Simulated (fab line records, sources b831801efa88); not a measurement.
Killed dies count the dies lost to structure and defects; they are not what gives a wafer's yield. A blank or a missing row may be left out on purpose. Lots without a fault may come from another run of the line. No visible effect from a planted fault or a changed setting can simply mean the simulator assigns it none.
Struck lot and sound lot, side by side | flow gf180mcu | 17 out of 602 route steps
Sound: the wafers L577.1, L577.3, L577.5. Struck: wafer L588.5 (left out: L588.2, L588.3 of the same lot, which were not struck); the cause appears at the end.
At each step with rows: each side's tool, then ch and its chambers, then its first start. Under that, the readings that differ: sound wafers | struck wafers | difference of the means | sigmas: that difference in standard deviations of wafers without a fault.
alike: words and numbers the same on both sides, and readings whose means are apart by under 2 such deviations; not compared: readings that were withheld, readings missing a value for some wafer, numbers with overlapping values and no deviation given by the record, and bounds like >300 which may hide the same value.
Wherever a step has rows on one side only, a row that says differs or no value, or a row with sigmas, the two part there. Numbers that don't overlap but have no deviation are shown without sigmas and don't part them. Lack of a reading on every wafer of one side parts them only where that side has two or more wafers.

GF_SAB_STRIP_13: strips in O2/N2.
  sound on plasmaAsher-03 ch 0,1, day 14 22:21; struck on plasmaAsher-02 ch 0, day 19 02:59
reading          | sound       | struck | difference | sigmas
heaterPowerW (W) | 344 335 414 | 280    | -84        | -2
  alike: drypumpMotorCurrentA, oesProductAu, stripTimeToEndpointS
  not compared: rfHoursCounterH
then, 2 steps without rows for these wafers: GF_SALICIDE_CLEAN_00 (cleans in SC1/SC2, time 150 s); GF_SALICIDE_WET_ETCH_01 (etches SiO2 in dHF, target depth 5 nm, time 100 s).
GF_SALICIDE_SPUTTER_02: material Co, target thk 10 nm, time 20 s.
  struck on pvdSputter-01, day 19 03:10; sound on pvdSputter-04, day 14 22:32
  alike: throttleValvePct
GF_SALICIDE_SPUTTER_03: material TiN, target thk 20 nm, time 16.7 s.
  struck on pvdSputter-01, day 19 03:12; sound on pvdSputter-04, day 14 22:34
  alike: throttleValvePct
GF_SALICIDE_RS_MEAS_04: uses a four-point probe to measure.
  struck on filmMetro-02, day 19 03:14; sound on filmMetro-03, day 14 22:36
  alike: SALICIDE_TIN_RS
GF_SALICIDE_THK_MEAS_05: measures by xrf.
  struck on filmMetro-02, day 19 03:21; sound on filmMetro-03, day 14 22:43
  alike: SALICIDE_TIN_THK
GF_SALICIDE_RTA_06: time 30 s.
  sound on rtpAnneal-01 ch 0, day 14 22:47; struck on rtpAnneal-02 ch 0, day 19 03:25
reading          | sound       | struck | difference | sigmas
lampPowerPct (%) | 7.4 7.4 7.4 | 6.3    | -1.1       | -2
  alike: wafer_temp_C_max
then, 1 step without rows for these wafers: GF_SALICIDE_WET_ETCH_07 (etches the open film in SPM, target depth 120 nm).
GF_SALICIDE_RTA_08: time 30 s.
  sound on rtpAnneal-02 ch 0, day 14 22:58; struck on rtpAnneal-01 ch 0, day 19 03:37
reading          | sound          | struck | difference | sigmas
lampPowerPct (%) | 17.5 17.5 17.4 | 20.5   | +3.0       | +2
  alike: wafer_temp_C_max
then, 1 step without rows for these wafers: GF_CONTACT_CVD_00 (deposits SiO2, target thk 300 nm, time 50 s).
GF_CONTACT_THK_MEAS_01:
  struck on filmMetro-02, day 19 03:45; sound on filmMetro-01, day 14 23:07
  alike: CONTACT_CVD_00_THK
GF_CONTACT_CVD_02: deposits SiO2 from TEOS, target thk 860 nm, time 95.992 s.
  sound on pecvd-02 ch 0,1,2, day 14 23:10; struck on pecvd-02 ch 1, day 19 03:48
reading                                 | sound           | struck | difference | sigmas
model.SiO2_of_CONTACT_CVD_02.thkNm (nm) | 858 854.9 856.5 | 636.6  | -219.9     | 
  alike: heaterPowerW
GF_CONTACT_THK_MEAS_03:
  struck on filmMetro-02, day 19 03:53; sound on filmMetro-04, day 14 23:14
reading                 | sound       | struck | difference | sigmas
CONTACT_CVD_02_THK (nm) | 858 856 857 | 637    | -220       | -20
GF_CONTACT_CMP_04: polishes SiO2.
  sound on cmp-01 ch 2,3, day 14 23:18; struck on cmp-01 ch 3, day 19 03:56
reading             | sound       | struck | difference | sigmas
timeToEndpointS (s) | 107 101 105 | 30     | -74        | -13
  alike: motorCurrentA, platenRpm
GF_CONTACT_BOW_MEAS_05:
  struck on filmMetro-01, day 19 04:15; sound on filmMetro-01, day 14 23:36
  alike: CONTACT_BOW
-- the record jumps here: 13 days lie between the struck wafers' starts before and after (it left off in module CONTACT and takes up again in module PASSIVATION, whose first step shown is number 602 of the route) --
GF_PASSIVATION_PROBE_99:
  the record has rows for the struck wafers here (prober-02, day 32 07:31) and none for the sound ones

WHERE THEY PART
Earliest at GF_SAB_STRIP_13; latest, in this record, at GF_PASSIVATION_PROBE_99.

WHY: the cause the simulator had injected
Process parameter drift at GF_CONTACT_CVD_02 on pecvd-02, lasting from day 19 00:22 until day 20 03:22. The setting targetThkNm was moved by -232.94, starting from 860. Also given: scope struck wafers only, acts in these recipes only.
